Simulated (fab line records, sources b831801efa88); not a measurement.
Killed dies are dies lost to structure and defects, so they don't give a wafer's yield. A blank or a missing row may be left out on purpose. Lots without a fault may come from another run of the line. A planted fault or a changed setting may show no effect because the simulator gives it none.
Chamber matching | flow sky130 | SKY_PASSIVATION_CVD_00 on pecvd-04: 3 sister chambers
The step deposits SiO2, target thk 90 nm. 3 wafers are shown with their chamber, then 11 later ones without.

WAFERS WITH THEIR CHAMBER
wafer  | chamber | heater_power_w (W)
L084.1 | 0       | 727
L084.3 | 1       | 862
L084.4 | 2       | 591

WAFERS WITHOUT THEIR CHAMBER
wafer  | heater_power_w (W)
L084.5 | 732
L084.6 | 888
L086.1 | 707
L086.3 | 913
L086.6 | 587
L085.1 | 879
L085.4 | 880
L085.5 | 584
L087.1 | 501
L087.4 | 784
L087.5 | 748

WHICH CHAMBER EACH WENT THROUGH
wafer  | from the rows above     | in truth
L084.5 | 0                       | 0
L084.6 | 1                       | 1
L086.1 | 0                       | 0
L086.3 | 1                       | 1
L086.6 | 2                       | 2
L085.1 | 1                       | 1
L085.4 | 1                       | 1
L085.5 | 2                       | 2
L087.1 | 2                       | 2
L087.4 | can't be placed: 0 or 1 | 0
L087.5 | 0                       | 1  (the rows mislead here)
Placed correctly: 9 of 11. Can't be placed from these rows: 1 (the true chamber is among the candidates in 1). Placed wrongly: 1.
How it was worked out, from the rows above alone: a wafer's distance from a chamber is the root of the sum, over the readings, of the square of ((its reading less the chamber's mean) divided by the reading's scatter). The wafer belongs to the nearest chamber; if the next one is less than 2 further off, it can't be placed. A chamber's mean is the mean of its shown wafers. The scatter: with one shown wafer a chamber, the root of the mean of the squares of how far each hidden wafer lies from its nearest shown one.
